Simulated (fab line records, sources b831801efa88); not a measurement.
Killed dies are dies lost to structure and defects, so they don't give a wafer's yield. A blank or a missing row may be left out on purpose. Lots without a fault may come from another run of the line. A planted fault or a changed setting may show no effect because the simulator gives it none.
Split-lot experiment | flow gf180mcu | 5 lots, 23 wafers read, on a route of 602 steps

THE SPLIT
At GF_M1_SPUTTER_04 (material TiN, target thk 50 nm, time 41.7 s), the setting power_w was moved away from the recipe's 6500 W on 9 of the 23 wafers read, by -5.9% to +9.6%. The other wafers ran this setting at the recipe's value.

The reading is taken at the split's own step.

THE READING
TiN_of_M1_SPUTTER_04.thk_nm (the simulator's own value, which no gauge read), in nm, at GF_M1_SPUTTER_04 (material TiN, target thk 50 nm, time 41.7 s). The file gives no usual value for it. The 14 wafers here that ran the recipe average 50.44 nm, standard deviation 0.72 nm.

wafer  | tool, chamber at the split | power_w as run, W | against the recipe | TiN_of_M1_SPUTTER_04.thk_nm, nm | against lot-mates on the recipe
L074.1 | pvd_sputter-04, -          | 6500              | recipe             | 51.11                           | -
L074.3 | pvd_sputter-04, -          | 6500              | recipe             | 51.31                           | -
L074.4 | pvd_sputter-04, -          | 6500              | recipe             | 51.1                            | -
L074.5 | pvd_sputter-04, -          | 6500              | recipe             | 50.98                           | -
L074.6 | pvd_sputter-04, -          | 6500              | recipe             | 51.05                           | -
L076.1 | pvd_sputter-04, -          | 7125              | +9.6%              | 55.24                           | +4.26
L076.2 | pvd_sputter-04, -          | 6500              | recipe             | 51.17                           | -
L076.4 | pvd_sputter-04, -          | 7125              | +9.6%              | 55.66                           | +4.68
L076.5 | pvd_sputter-04, -          | 6500              | recipe             | 50.79                           | -
L076.6 | pvd_sputter-04, -          | 7125              | +9.6%              | 55.99                           | +5.01
L077.1 | pvd_sputter-04, -          | 6500              | recipe             | 50.58                           | -
L077.2 | pvd_sputter-04, -          | 6117              | -5.9%              | 47.49                           | -2.89
L077.3 | pvd_sputter-04, -          | 6500              | recipe             | 50.18                           | -
L077.4 | pvd_sputter-04, -          | 6117              | -5.9%              | 47.39                           | -2.99
L077.5 | pvd_sputter-04, -          | 6117              | -5.9%              | 47.65                           | -2.73
L079.1 | pvd_sputter-04, -          | 6500              | recipe             | 49.47                           | -
L079.2 | pvd_sputter-04, -          | 6500              | recipe             | 49.85                           | -
L079.5 | pvd_sputter-04, -          | 6500              | recipe             | 49.01                           | -
L082.1 | pvd_sputter-01, -          | 6987              | +7.5%              | 54.51                           | +4.71
L082.2 | pvd_sputter-01, -          | 6987              | +7.5%              | 53.29                           | +3.49
L082.4 | pvd_sputter-01, -          | 6500              | recipe             | 50.05                           | -
L082.5 | pvd_sputter-01, -          | 6500              | recipe             | 49.54                           | -
L082.6 | pvd_sputter-01, -          | 6987              | +7.5%              | 54.23                           | +4.43

THE FIT
A straight line over all 23 wafers: TiN_of_M1_SPUTTER_04.thk_nm changes by +0.512 nm for each +1% of power_w; r = +0.97; the points scatter about the line by 0.65 nm.
The same after taking each lot's own level away (the mean of its wafers on the recipe; 23 wafers): +0.506 nm for each +1%; r = +0.99; scatter 0.35 nm.
On that fit, the largest move of power_w shifts the reading by 4.9 nm.
The lots' own levels span 49.443 to 51.110 nm, that is 2.3 times the standard deviation above.
So the lot-to-lot level changes the slope little: the two slopes agree.
Check: with one of the wafers moved furthest among these (+9.6%) left out of the fit, the line predicts +5.04 nm for it against its lot-mates. It came out at +4.26 nm against them.

OTHER SPLITS ON THESE WAFERS
These wafers also went through other splits before the reading. Each is held against what the fit with the lots' levels taken away leaves over:
other split on the same wafers | wafers away from the commonest value | r with TiN_of_M1_SPUTTER_04.thk_nm (lot level and that fit taken away)
GF_SAB_DEVELOP_08 dev_temp_c   | 4                                    | -0.22
GF_SALICIDE_SPUTTER_02 power_w | 4                                    | +0.09
GF_SALICIDE_SPUTTER_03 power_w | 10                                   | -0.25
GF_CONTACT_SPUTTER_22 power_w  | 11                                   | +0.13

THE FILE'S OWN FIT
TiN_of_M1_SPUTTER_04.thk_nm changes by +0.509 nm for each +1% of power_w, r = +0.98.
